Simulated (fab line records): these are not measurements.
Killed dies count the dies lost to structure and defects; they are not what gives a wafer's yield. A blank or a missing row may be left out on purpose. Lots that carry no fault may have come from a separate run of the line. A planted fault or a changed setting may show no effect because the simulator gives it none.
A struck lot beside a sound one | flow sfq line | 28 out of 325 route steps
Sound: these wafers, L896.1, L896.3, L896.5. Struck: wafer L902.2. (L902.1, L902.6 of the same lot were not struck and are left out.) The cause comes at the end.
Order at every step that has rows: each side's tool, ch and its chambers, its first start. Under that, the readings that differ: sound wafers | struck wafers | difference of the means | sigmas: that difference in standard deviations of wafers without a fault.
alike: readings whose means differ by less than 2 such deviations, and words and numbers that are the same on both sides. not compared: withheld readings, readings that some wafer has no value for, bounds like >300 that may hide the same value, and numbers for which the record gives no deviation and whose values overlap.
The two part at a step that has a row with sigmas, a row that says differs or no value, or rows on one side only. Non-overlapping numbers with no deviation appear without sigmas and do not part them. A reading that every wafer of one side lacks parts them only if that side has two wafers or more.

first, 6 steps without rows for these wafers: SFQ_TRILAYER_M6_LITHO_COAT_164 (resist thk 62 nm); SFQ_TRILAYER_M6_LITHO_COAT_159 (resist thk 600 nm); SFQ_TRILAYER_M6_LITHO_SOFTBAKE_163; SFQ_TRILAYER_M6_LITHO_EXPOSE_160 (exposes mask M6, target cd 500 nm); SFQ_TRILAYER_M6_LITHO_PEB_162 (peb time 60 s); SFQ_TRILAYER_M6_LITHO_DEVELOP_161 (time 60 s).
SFQ_M6_OVL_MEAS_940:
  sound: overlay-02 at day 66 09:33; struck: overlay-01 at day 80 01:52
  alike: M6_OVL
then, 1 step without rows for these wafers: SFQ_TRILAYER_M6_BARC_OPEN_METAL_ETCH_206 (etches BARC in O2, target depth 125 nm, time 41.7 s).
SFQ_TRILAYER_M6_ETCH_METAL_ETCH_162: etches Nb in Cl2/Ar, stops on SiO2, target depth 240 nm, time 120 s.
  sound on rie metal-04 ch 0,1, day 66 09:39; struck on rie metal-03 ch 0, day 80 01:58
  alike: drypump motor current A, oes product au
  not compared: rf hours counter h
SFQ_TRILAYER_M6_STRIP_STRIP_163: strips in O2.
  sound on rie metal-04 ch 0,1, day 66 09:46; struck on rie metal-03 ch 0, day 80 02:05
  alike: drypump motor current A, oes product au
  not compared: rf hours counter h
then, 1 step without rows for these wafers: SFQ_TRILAYER_M6_STRIP_SOLV_CLEAN_164 (cleans in NMP, time 600 s).
SFQ_TRILAYER_I6_DEP_PECVD_165: deposits SiO2 from SiH4/N2O, time 111.11 s, target thk 500 nm.
  sound on pecvd-03 ch 0,1,2, day 66 10:33; struck on pecvd-03 ch 0, day 80 02:52
  alike: heater power w, throttle valve pct
SFQ_TRILAYER_I6_CMP_CMP_166: polishes SiO2.
  sound on cmp-01 ch 2,3, day 66 12:15; struck on cmp-01 ch 2, day 80 03:56
  reading                                             | sound             | struck | difference | sigmas
  time to endpoint s (s)                              | 220 216 219       | 197    | -21        | -3
  model.SiO2_of_TRILAYER_I6_DEP_PECVD_165.thk nm (nm) | 202.2 199.8 200.9 | 220.8  | +19.8      |
  alike: motor current A, slurry filter dp kPa
SFQ_I6_BOW_MEAS_941:
  sound: film metro-02 at day 66 14:45; struck: film metro-02 at day 80 05:56
  alike: I6_BOW
SFQ_TRILAYER_I6_METRO_MEASURE_167:
  sound: film metro-02 at day 66 14:52; struck: film metro-02 at day 80 06:04
  reading     | sound             | struck | difference | sigmas
  thk nm (nm) | 202.2 199.6 201.0 | 220.9  | +20.0      | +20
then, 6 steps without rows for these wafers: SFQ_TRILAYER_I6_VIA_LITHO_COAT_174 (resist thk 62 nm); SFQ_TRILAYER_I6_VIA_LITHO_COAT_169 (resist thk 650 nm); SFQ_TRILAYER_I6_VIA_LITHO_SOFTBAKE_173; SFQ_TRILAYER_I6_VIA_LITHO_EXPOSE_170 (exposes mask I6, target cd 700 nm); SFQ_TRILAYER_I6_VIA_LITHO_PEB_172 (peb time 60 s); SFQ_TRILAYER_I6_VIA_LITHO_DEVELOP_171 (time 60 s).
SFQ_I6_OVL_MEAS_942:
  sound: overlay-01 at day 71 03:13; struck: overlay-02 at day 80 11:02
  reading     | sound  | struck | difference | sigmas
  I6_OVL (nm) | 7 3 13 | -7     | -15        | -2
SFQ_TRILAYER_I6_VIA_BARC_OPEN_VIA_ETCH_235: etches BARC in O2, target depth 125 nm, time 41.7 s.
  sound on rie diel-03 ch 1,2, day 71 03:16; struck on rie diel-03 ch 1, day 80 11:05
  alike: drypump motor current A, oes product au
  not compared: rf hours counter h
SFQ_TRILAYER_I6_VIA_ETCH_VIA_ETCH_172: etches SiO2 in CHF3, stops on Nb, target depth 260 nm.
  sound on rie diel-03 ch 1,2, day 71 03:18; struck on rie diel-03 ch 1, day 80 11:07
  reading                        | sound             | struck | difference | sigmas
  oes product au (a.u.)          | 0.863 0.852 0.857 | 0.904  | +0.047     | +8
  model.etch.depth nm (nm)       | 202.2 199.8 200.9 | 220.8  | +19.8      |
  model.I6.feature depth nm (nm) | 202.2 199.8 200.9 | 220.8  | +19.8      |
  alike: drypump motor current A
then, 2 steps without rows for these wafers: SFQ_TRILAYER_I6_VIA_STRIP_STRIP_173 (strips in O2); SFQ_TRILAYER_I6_VIA_STRIP_SOLV_CLEAN_174 (cleans in NMP, time 600 s).
SFQ_TRILAYER_M7_DEP_PRE_CLEAN_176: time 22.5 s.
  sound: pvd sputter-04 at day 71 04:11; struck: pvd sputter-04 at day 80 12:00
  reading                                             | sound             | struck | difference | sigmas
  model.SiO2_of_TRILAYER_I6_DEP_PECVD_165.thk nm (nm) | 194.7 192.3 193.4 | 213.3  | +19.8      |
SFQ_TRILAYER_M7_DEP_SPUTTER_175: material Nb, target thk 200 nm, time 133.3 s.
  sound: pvd sputter-04 at day 71 04:13; struck: pvd sputter-04 at day 80 12:02
  alike: base pressure pa, throttle valve pct

WHERE THEY PART
First at SFQ_TRILAYER_I6_CMP_CMP_166; last, within this record, at SFQ_TRILAYER_I6_VIA_ETCH_VIA_ETCH_172. Later steps at which nothing parts them and some readings are alike: SFQ_TRILAYER_M7_DEP_SPUTTER_175.

WHY: the cause the simulator had injected
cmp-01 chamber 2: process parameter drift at SFQ_TRILAYER_I6_CMP_CMP_166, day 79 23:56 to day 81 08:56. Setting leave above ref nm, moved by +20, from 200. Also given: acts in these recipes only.
